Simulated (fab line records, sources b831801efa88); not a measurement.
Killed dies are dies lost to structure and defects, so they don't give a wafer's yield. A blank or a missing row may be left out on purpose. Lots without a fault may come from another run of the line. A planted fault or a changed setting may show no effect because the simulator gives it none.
One fault seen from 2 desks | flow sky130 | each desk has only its own numbers; what lay behind them comes last

THE METROLOGY DESK
What the gauges read, lot by lot, whatever tool the lot ran on: means of the sampled wafers that have a number. A lot is out of limits, marked OUT, if its mean lies more than 4 standard deviations from the usual mean; the brackets give that distance.
Columns: A = VIA1_HDPCVD_THK at SKY_VIA1_THK_MEAS_01, usual 1031 nm; B = cd_nm at SKY_VIA1_CD_MEAS_12, usual 150.0 nm
lot  | first seen here | A    | B
L819 | day 33 18:11    | 1022 | 149.4
L818 | day 33 18:28    | 1058 | 148.8
L820 | day 33 19:58    | 1029 | 151.3
L821 | day 34 04:54    | 1044 | 149.8
L822 | day 34 14:43    | 1039 | 149.4
L825 | day 35 17:28    | 1026 | 150.1
L828 | day 36 08:14    | 1024 | 149.9
L832 | day 37 16:52    | 1014 | 149.7
L836 | day 39 13:01    | 1008 | 150.3
L837 | day 39 15:57    | 1008 | 149.9
L835 | day 39 19:08    | 1053 | 148.4
L839 | day 39 19:52    | 1040 | 147.3
L840 | day 40 02:05    | 1047 | 151.2
This desk's finding: nothing out of limits on any of the 13 lots.

THE TOOL OWNER'S DESK: rie_diel-01
The tool's own readings at SKY_VIA1_ETCH_14 (etches BARC in N2/H2, stops on SiO2, time 45.9 s, target depth 60 nm): means of the sampled wafers that have a number, for each lot that ran on this tool. A lot is out of limits, marked OUT, if its mean lies more than 4 standard deviations from the usual mean; the brackets give that distance.
Columns: A = drypump_motor_current_A at SKY_VIA1_ETCH_14, usual 5.9 A; B = n2_flow_sccm at SKY_VIA1_ETCH_14, usual 100.03 sccm; C = oes_product_au at SKY_VIA1_ETCH_14, usual 0.854 a.u.; D = run_length_s at SKY_VIA1_ETCH_14, usual 74.2 s; E = throttle_valve_pct at SKY_VIA1_ETCH_14, usual 13.224 %
lot  | first seen here | A   | B      | C                | D              | E
L819 | day 34 20:50    | 5.6 | 100.27 | 0.856            | 74.7           | 13.222
L820 | day 34 22:40    | 5.7 | 99.96  | 0.854            | 74.7           | 13.227
L821 | day 35 07:02    | 5.7 | 100.04 | 0.891 (+8.1) OUT | 66.9 (-15) OUT | 13.236
L837 | day 40 16:52    | 5.3 | 99.90  | 0.852            | 74.4           | 13.223
L839 | day 40 21:20    | 5.2 | 100.13 | 0.847            | 74.6           | 13.226
L840 | day 41 03:01    | 5.6 | 99.69  | 0.855            | 74.7           | 13.223
This desk's finding: out of limits on L821; first on L821, day 35 07:02 (oes_product_au at SKY_VIA1_ETCH_14). In limits: L819, L820, L837, L839, L840.

PUT TOGETHER
The tool owner's desk could have raised an alarm at day 35 07:02, on L821.
The metrology desk saw nothing out of limits.
The metrology desk has L821 on record, within its limits.
Of the lots named, all ran SKY_VIA1_ETCH_14 on rie_diel-01.

WHAT THE SIMULATOR HAD PUT IN
Process parameter drift: rie_diel-01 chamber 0, from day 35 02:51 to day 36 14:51, at SKY_VIA1_ETCH_14. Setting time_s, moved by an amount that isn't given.
Lots struck among those shown: L821.
Hours from the fault's start to each desk's first reading out of limits: the tool owner's desk, 4.
